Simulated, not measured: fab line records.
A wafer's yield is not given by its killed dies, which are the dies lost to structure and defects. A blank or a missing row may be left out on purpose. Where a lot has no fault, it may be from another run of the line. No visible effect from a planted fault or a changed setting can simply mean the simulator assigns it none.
Chamber matching    flow gf180mcu    GF_CONTACT_CMP_27 on cmp-02 has 4 sister chambers
The step polishes, stops on SiO2, t overpolish 15 s, target thk 0 nm. 8 wafers are shown with their chamber, then 7 later ones without.

WAFERS PAIRED WITH THEIR CHAMBERS
wafer   chamber  motor current A (A)  overpolish run s (s)
L867.1  1        13.0                 15.015
L867.5  0        8.4                  14.999
L867.6  3        12.4                 15.005
L881.2  1        13.9                 15.007
L881.4  2        9.8                  15.015
L881.6  3        12.5                 15.007
L882.1  2        9.8                  15.012
L882.3  0        9.3                  14.987

WAFERS MISSING THEIR CHAMBER
wafer   motor current A (A)  overpolish run s (s)
L882.5  8.6                  15.000
L883.2  9.7                  14.995
L883.4  11.6                 15.000
L883.5  9.7                  15.015
L884.1  12.8                 14.993
L884.3  9.5                  14.995
L884.5  11.5                 14.999

CHAMBER TAKEN BY EACH
wafer    from the rows above       in truth
L882.5   0                         0
L883.2   can't be placed: 0 or 2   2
L883.4   3                         3
L883.5   2                         2
L884.1   can't be placed: 3 or 1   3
L884.3   0                         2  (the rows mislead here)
L884.5   3                         3
4 of 7 placed correctly. From these rows, 2 cannot be placed; in 2 the true chamber is one of the candidates. Placed wrongly: 1.
How it was worked out, from the rows above alone: a wafer's distance from a chamber is the root of the sum, over the readings, of the square of ((its reading less the chamber's mean) divided by the reading's scatter). If the next closest chamber is less than 2 further off than the closest, the wafer can't be placed; otherwise it belongs to the closest. For every chamber, the mean is computed from those of its wafers that are shown. The scatter is the square root of a quotient: the sum, over the shown wafers, of each reading's squared deviation from its chamber's mean, divided by wafers minus chambers.
